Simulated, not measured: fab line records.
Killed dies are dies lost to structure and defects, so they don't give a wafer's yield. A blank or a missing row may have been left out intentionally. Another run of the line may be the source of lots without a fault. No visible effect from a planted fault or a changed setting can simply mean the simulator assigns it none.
One fault seen from 2 desks	flow gf180mcu	only its own numbers are on each desk; what lay behind them is given at the end

## FROM THE METROLOGY DESK
What the gauges read for every lot (on any tool): the sampled wafers with a number, averaged. A lot is out of limits, marked OUT, if its mean lies more than 4 standard deviations from the usual mean; the brackets give that distance.
Columns: A = MVPSD_TW at GF_MVPSD_TW_MEAS_11, usual 552; B = POLY_GATE_OXIDATION_THK at GF_POLY_GATE_THK_MEAS_17, usual 4.00 nm; C = HV_LDD_TW at GF_HV_LDD_TW_MEAS_11, usual 2409; D = HV_LDD_RS at GF_HV_LDD_RS_MEAS_53, usual 418.1 ohm/sq; E = SAB_OVL at GF_SAB_OVL_MEAS_10, usual 0.6 nm
lot	first seen here	A	B	C	D	E
L114	day 5 13:40	556	3.87	2435	419.6	-1.0
L115	day 5 17:15	556	4.00	2380	417.4	1.2
L117	day 6 06:49	547	4.07	2425	418.4	1.0
L118	day 6 12:41	553	4.01	2380	417.5	0.5
L120	day 7 00:24	555	4.01	2393	417.7	-0.7
L121	day 7 05:35	555	4.00	2501 (+4.2) OUT	413.7 (-4.7) OUT	0.2
L124	day 7 21:26	554	3.96	2412	417.7	-0.2
L125	day 8 08:04	556	3.90	2497	414.3 (-4.1) OUT	0.9
L130	day 9 22:55	551	4.13	2421	418.7	2.3
L131	day 10 01:36	546	4.09	2422	418.0	0.5
L132	day 10 08:31	556	3.98	2417	419.7	3.0
L134	day 10 18:47	557	4.02	2384	417.0	-1.3
L135	day 10 21:30	546	4.15	2385	418.4	-0.1
This desk reports L121, L125 out of limits; the earliest was L121 at day 12 23:17 (HV_LDD_TW at GF_HV_LDD_TW_MEAS_11). In limits: L114, L115, L117, L118, L120, L124, L130, L131, L132, L134, L135.

## AT THE TOOL OWNER'S DESK: implanter-02
GF_HV_LDD_IMPLANT_09, tool's own readings: per-lot mean of the sampled wafers with a number, covering each lot this tool ran. A lot is out of limits, marked OUT, if its mean lies more than 4 standard deviations from the usual mean; the brackets give that distance.
Columns: A = beamEnergyKeV at GF_HV_LDD_IMPLANT_09, usual 40.002; B = tiltDeg at GF_HV_LDD_IMPLANT_09, usual 7.003 degrees
lot	first seen here	A	B
L115	day 10 18:50	39.987	7.013
L114	day 10 19:44	40.007	7.002
L118	day 11 20:35	40.016	6.993
L120	day 12 15:35	39.990	7.008
L121	day 12 23:05	46.683 (+99 or more) OUT	7.025
L125	day 14 06:15	46.673 (+99 or more) OUT	6.982
L134	day 17 01:34	39.982	7.020
This desk's finding: out of limits on L121, L125; first on L121, day 12 23:05 (beamEnergyKeV at GF_HV_LDD_IMPLANT_09). In limits: L115, L114, L118, L120, L134.

## BROUGHT TOGETHER
The tool owner's desk had the chance to raise an alarm at day 12 23:05 on L121, L125.
The metrology desk could have raised an alarm at day 12 23:17, on L121, L125.
All the named lots went through GF_HV_LDD_IMPLANT_09 on implanter-02.

## WHAT THE SIMULATOR HAD INSERTED
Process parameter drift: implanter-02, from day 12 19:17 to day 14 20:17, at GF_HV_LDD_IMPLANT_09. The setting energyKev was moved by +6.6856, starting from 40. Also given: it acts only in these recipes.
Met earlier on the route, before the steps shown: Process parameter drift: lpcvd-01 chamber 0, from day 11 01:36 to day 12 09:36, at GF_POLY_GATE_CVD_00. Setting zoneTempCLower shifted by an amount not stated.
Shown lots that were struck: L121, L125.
Delay (hours) between the fault's onset and each desk's first out-of-limits reading: 4 at the tool owner's desk, 4 at the metrology desk.
